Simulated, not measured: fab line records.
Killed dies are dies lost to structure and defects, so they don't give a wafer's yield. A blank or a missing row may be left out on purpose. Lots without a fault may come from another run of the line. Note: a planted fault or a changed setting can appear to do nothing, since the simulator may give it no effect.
fab line records ; flow gf180mcu ; part 2 of 2: steps 30 to 38 of 38
[record] lots = 5; wafers = 15; lastDay = 33
route steps=602 shown MIM@507 M5@526 V5@540
lots that met no fault: from a run of the same line without faults
startH: start of the lot's first displayed wafer, in hours after the record's first day ; waitH: hours elapsed since this lot's preceding step ; " unchanged from the row above ; L1.1+2: one row covering several wafers at once ; - no value present, or no start provided ; * or withheld: withheld ; < > ~ a bound
route shown NAME@n: names a module that has steps shown in the file, with the first one's number in the route ; usual: mean/standard deviation of fault-free wafers ; same: alike in all rows ; chamber/n: place in a boat ; sites: the reading at each site ; _std_site: the standard deviation of these ; _edge_site: the outer-site mean with the inner-site mean subtracted ; radiusMm: for every site, how far away it sits from the centre of the wafer ; mask NAME#n: copy n ; behind: the last tool/chamber to shape the wafer ; hold: why the lot was held/for how many hours/how that ended ; device: the transistor (n, p or np) that didn't switch ; end of line: tests run on the same wafers once the route is complete ; for a step that has no rows: nothing shown but its recipe ; killed: dies lost to structure and defects at the first sort, not the wafer's yield ; map: a wafer's dies, marking killed ones x, the rest . and places with no die _
set.NAME: setting as actually run; set.NAME@STEP: the setting as run at that earlier step ; model.NAME: the simulator's own value behind a step, which no gauge read
lots at selected steps of the route; one table per step, one row per wafer
services: from which hour (startH, from the record's first day; less than 0 if before it) a tool's chamber was out of use, for how many hours, and why
[[steps]]
[step GF_M5_METAL_ETCH_10]
[recipe] chemistry = Cl2/BCl3; maskMaterial = KrF; targetDepthNm = 627.5; stopOn = SiO2; pressureMtorr = 8; icpW = 800; biasW = 140; Cl2_flow_sccm = 80; bcl3FlowSccm = 40; timeS = 104.6
[usual] drypumpMotorCurrentA = 5.7/0.3; oesProductAu = 0.971/0.0067; throttleValvePct = 28.249/0.0097
lot.wafer;tool;chamber;startH;waitH;drypumpMotorCurrentA;oesProductAu;rfHoursCounterH;throttleValvePct
L074.1;rieMetal-01;1;601.04;0.0;5.6;0.960;0;28.247
L074.3;rieMetal-01;1;601.04;0.0;5.6;0.969;-;28.261
L074.5;rieMetal-01;0;601.04;0.0;5.2;0.969;-;28.244
L077.4;rieMetal-04;0;630.52;0.0;5.8;0.974;-;28.223
L077.5;rieMetal-04;0;630.52;0.0;5.8;0.960;-;28.240
L077.6;rieMetal-04;1;630.52;0.0;6.2;0.977;-;28.263
L085.2;rieMetal-01;1;692.59;0.0;5.5;0.970;4;28.254
L085.3;rieMetal-01;1;692.59;0.0;5.6;0.970;-;28.235
L085.5;rieMetal-01;1;692.59;0.0;5.5;0.969;-;28.247
L090.2;rieMetal-04;0;723.04;0.0;5.8;0.974;13;28.266
L090.4;rieMetal-04;1;723.04;0.0;6.2;0.970;-;28.233
L090.5;rieMetal-04;1;723.04;0.0;6.2;0.975;-;28.238
L092.1;rieMetal-03;1;737.99;0.0;5.9;0.970;8;28.259
L092.2;rieMetal-03;0;737.99;0.0;5.6;0.973;6;28.240
L092.4;rieMetal-03;0;737.99;0.0;5.6;0.974;-;28.255
[step GF_M5_STRIP_11]
[recipe] chemistry = O2/N2; powerW = 1400; pressureMtorr = 1500; platenTempC = 250; o2FlowSccm = 3000; n2FlowSccm = 300; overashFraction = 0.5
[usual] drypumpMotorCurrentA = 5.8/0.41; heaterPowerW = 353/42; oesProductAu = 0.543/0.0053; stripTimeToEndpointS = 7.51/0.04
lot.wafer;tool;chamber;startH;waitH;drypumpMotorCurrentA;heaterPowerW;oesProductAu;rfHoursCounterH;stripTimeToEndpointS
L074.1;plasmaAsher-02;1;601.15;0.1;5.9;338;0.542;95;7.56
L074.3;plasmaAsher-02;1;601.15;0.1;6.0;342;0.553;-;7.57
L074.5;plasmaAsher-02;1;601.15;0.1;5.9;341;0.545;-;7.61
L077.4;plasmaAsher-01;0;630.63;0.1;5.4;370;0.540;-;7.46
L077.5;plasmaAsher-01;1;630.63;0.1;5.7;307;0.536;-;7.49
L077.6;plasmaAsher-01;0;630.63;0.1;5.5;392;0.555;-;7.47
L085.2;plasmaAsher-03;0;692.70;0.1;5.3;340;0.546;60;7.53
L085.3;plasmaAsher-03;1;692.70;0.1;6.3;411;0.549;-;7.48
L085.5;plasmaAsher-03;0;692.70;0.1;5.3;341;0.539;-;7.45
L090.2;plasmaAsher-02;0;723.15;0.1;6.0;283;0.539;108;7.49
L090.4;plasmaAsher-02;0;723.15;0.1;6.0;278;0.541;-;7.53
L090.5;plasmaAsher-02;0;723.15;0.1;6.0;289;0.536;-;7.53
L092.1;plasmaAsher-03;0;738.10;0.1;5.3;342;0.528;65;7.50
L092.2;plasmaAsher-03;1;738.10;0.1;6.3;406;0.535;65;7.50
L092.4;plasmaAsher-03;1;738.10;0.1;6.3;410;0.543;-;7.53
[step GF_M5_STRIP_12]
[recipe] chemistry = postEtchResidueRemover; timeS = 1200; tempC = 72.5
[usual] bathGuardTempC = 72.7/0.53; bathHeatDutyPct = 14.4/1.2
lot.wafer;tool;chamber;startH;waitH;bathGuardTempC;bathHeatDutyPct
L074.1;wetBench-02;1;601.25;0.1;72.0;16.2
L074.3;wetBench-02;1;601.25;0.1;72.3;15.8
L074.5;wetBench-02;1;601.25;0.1;72.0;17.7
L077.4;wetBench-04;1;630.70;0.0;72.3;14.4
L077.5;wetBench-04;1;630.70;0.0;72.0;15.1
L077.6;wetBench-04;1;630.70;0.0;72.0;15.1
L085.2;wetBench-04;2;692.80;0.1;73.0;12.9
L085.3;wetBench-04;2;692.80;0.1;73.2;13.6
L085.5;wetBench-04;2;692.80;0.1;73.0;14.3
L090.2;wetBench-02;3;723.25;0.1;73.7;14.7
L090.4;wetBench-02;3;723.25;0.1;73.6;14.8
L090.5;wetBench-02;3;723.25;0.1;73.7;14.7
L092.1;wetBench-04;0;738.20;0.1;73.2;12.8
L092.2;wetBench-04;0;738.20;0.1;72.8;14.4
L092.4;wetBench-04;0;738.20;0.1;73.3;13.2
[step GF_M5_CLEAN_13]
[recipe] chemistry = DIW; dry = n2Spin
lot.wafer;tool;chamber;startH;waitH
L074.1+3+5;wetBench-02;3;601.59;0.0
L077.4+5+6;wetBench-04;1;631.07;0.0
L085.2+3+5;wetBench-01;1;693.14;0.0
L090.2+4+5;wetBench-04;3;723.59;0.0
L092.1+2+4;wetBench-01;3;738.57;0.0
[step GF_V5_CVD_00]
[recipe] material = SiO2; targetThkNm = 300; sigmaOpenFrac = 0.3; tempC = 400; timeS = 50; sih4FlowSccm = 60; pressureMtorr = 6
[usual] susceptorTempC = 400.02/0.21
lot.wafer;tool;chamber;startH;waitH;susceptorTempC
L074.1;hdpcvd-01;0;601.68;0.0;400.56
L074.3;hdpcvd-01;1;601.68;0.0;399.71
L074.5;hdpcvd-01;0;601.68;0.0;400.44
L077.4;hdpcvd-02;1;631.19;0.0;400.07
L077.5;hdpcvd-02;0;631.19;0.0;399.88
L077.6;hdpcvd-02;2;631.19;0.0;399.99
L085.2;hdpcvd-02;1;693.24;0.0;399.93
L085.3;hdpcvd-02;0;693.24;0.0;400.26
L085.5;hdpcvd-02;1;693.24;0.0;399.80
L090.2;hdpcvd-02;0;723.68;0.0;400.18
L090.4;hdpcvd-02;0;723.68;0.0;400.05
L090.5;hdpcvd-02;2;723.68;0.0;400.23
L092.1;hdpcvd-01;2;738.67;0.0;399.96
L092.2;hdpcvd-01;0;738.67;0.0;399.83
L092.4;hdpcvd-01;1;738.67;0.0;400.13
[step GF_V5_THK_MEAS_01]
[recipe] reads = SiO2_of_V5_CVD_00
[usual] V5_CVD_00_THK = 298.9/2.4
lot.wafer;tool;chamber;startH;waitH;V5_CVD_00_THK[nm]
L074.1;filmMetro-04;-;601.73;0.0;302.1
L074.3;filmMetro-04;-;601.73;0.0;300.8
L074.5;filmMetro-04;-;601.73;0.0;297.8
L077.4;filmMetro-02;-;631.25;0.0;297.5
L077.5;filmMetro-02;-;631.25;0.0;299.3
L077.6;filmMetro-02;-;631.25;0.0;300.0
L085.2;filmMetro-04;-;693.29;0.0;296.4
L085.3;filmMetro-04;-;693.29;0.0;293.7
L085.5;filmMetro-04;-;693.29;0.0;299.7
L090.2;filmMetro-04;-;723.75;0.0;297.9
L090.4;filmMetro-04;-;723.75;0.0;295.9
L090.5;filmMetro-04;-;723.75;0.0;298.8
L092.1;filmMetro-02;-;738.72;0.0;295.9
L092.2;filmMetro-02;-;738.72;0.0;297.1
L092.4;filmMetro-02;-;738.72;0.0;299.5
[step GF_V5_CVD_02]
[recipe] material = SiO2; targetThkNm = 1450; precursor = TEOS; tempC = 400; timeS = 163.28; rfW = 600
[usual] heaterPowerW = 650/130; susceptorTempC = 400.00/0.21
lot.wafer;tool;chamber;startH;waitH;heaterPowerW;susceptorTempC
L074.1;pecvd-03;1;601.79;0.1;487;399.83
L074.3;pecvd-03;2;601.79;0.1;731;400.11
L074.5;pecvd-03;0;601.79;0.1;653;400.08
L077.4;pecvd-02;2;631.33;0.1;590;399.60
L077.5;pecvd-02;0;631.33;0.1;624;399.90
L077.6;pecvd-02;1;631.33;0.1;648;400.21
L085.2;pecvd-03;1;693.34;0.0;549;400.18
L085.3;pecvd-03;2;693.34;0.0;787;400.01
L085.5;pecvd-03;1;693.34;0.0;436;400.01
L090.2;pecvd-03;0;723.80;0.0;604;400.07
L090.4;pecvd-03;1;723.80;0.0;442;400.00
L090.5;pecvd-03;0;723.80;0.0;682;399.95
L092.1;pecvd-04;2;738.78;0.1;817;400.13
L092.2;pecvd-04;0;738.78;0.1;704;399.92
L092.4;pecvd-04;1;738.78;0.1;518;400.01
[step GF_V5_THK_MEAS_03]
[recipe] reads = SiO2_of_V5_CVD_02
[usual] V5_CVD_02_THK = 1448/17
lot.wafer;tool;chamber;startH;waitH;V5_CVD_02_THK[nm]
L074.1;filmMetro-03;-;601.89;0.1;1416
L074.3;filmMetro-03;-;601.89;0.1;1427
L074.5;filmMetro-03;-;601.89;0.1;1453
L077.4;filmMetro-02;-;631.41;0.0;1464
L077.5;filmMetro-02;-;631.41;0.0;1467
L077.6;filmMetro-02;-;631.41;0.0;1477
L085.2;filmMetro-03;-;693.46;0.1;1444
L085.3;filmMetro-03;-;693.46;0.1;1453
L085.5;filmMetro-03;-;693.46;0.1;1447
L090.2;filmMetro-02;-;723.92;0.1;1427
L090.4;filmMetro-02;-;723.92;0.1;1491
L090.5;filmMetro-02;-;723.92;0.1;1439
L092.1;filmMetro-02;-;738.88;0.1;1457
L092.2;filmMetro-02;-;738.88;0.1;1441
L092.4;filmMetro-02;-;738.88;0.1;1478
[step GF_V5_CMP_04]
[recipe] material = SiO2; downForcePsi = 4; platenRpm = 60; padVelocityMS = 0.94248
[usual] headPressurePsi = 4.000/0.0092; motorCurrentA = 12.0/1.7
lot.wafer;tool;chamber;startH;waitH;headPressurePsi;motorCurrentA
L074.3;cmp-02;1;602.00;0.1;4.004;15.0
L074.1;cmp-02;2;602.00;0.1;4.013;11.1
L074.5;cmp-02;0;602.00;0.1;4.012;9.8
L077.4;cmp-02;2;631.54;0.1;3.992;10.6
L077.6;cmp-02;0;631.54;0.1;3.986;9.3
L077.5;cmp-02;1;631.54;0.1;4.008;14.7
L085.2;cmp-02;3;693.51;0.0;4.011;13.7
L085.3;cmp-02;0;693.51;0.0;4.002;9.5
L085.5;cmp-02;3;693.51;0.0;4.002;12.9
L090.2;cmp-02;2;723.97;0.0;3.994;10.9
L090.4;cmp-02;1;723.97;0.0;3.997;14.6
L090.5;cmp-02;2;723.97;0.0;4.001;10.8
L092.4;cmp-01;1;738.94;0.0;4.008;13.2
L092.1;cmp-01;3;738.94;0.0;3.999;12.5
L092.2;cmp-01;0;738.94;0.0;3.996;9.8
[[services]]
tool;chamber;startH;hours;kind
krfScanner-01;-;535.96;0.8;pm
hdpcvd-02;-;538.67;0.3;repair
pecvd-03;-;541.36;2.8;pm
rieMetal-04;-;551.99;0.6;repair
plasmaAsher-03;-;558.90;1.9;repair
rieDiel-02;1;563.09;4.5;repair
ilineStepper-02;-;573.90;24.0;repair
krfScanner-01;-;574.43;1.3;pm
plasmaAsher-01;-;576.45;0.4;repair
pvdSputter-01;-;579.50;1.1;repair
plasmaAsher-03;-;579.69;0.8;repair
rieDiel-02;3;584.20;4.9;repair
cmp-02;-;588.98;0.3;repair
cmp-02;-;610.08;6.6;pm
wetBench-02;-;613.70;5.0;repair
wetBench-03;-;652.73;1.2;repair
cmp-02;-;653.12;2.2;repair
pvdSputter-03;-;686.78;4.8;repair
cmp-02;-;696.62;0.9;repair
wetBench-02;-;700.17;3.5;repair
pvdSputter-04;-;700.49;1.2;repair
wetBench-01;-;709.57;1.9;pm
cmp-02;-;713.20;1.8;repair
cmp-02;-;715.03;3.9;pm
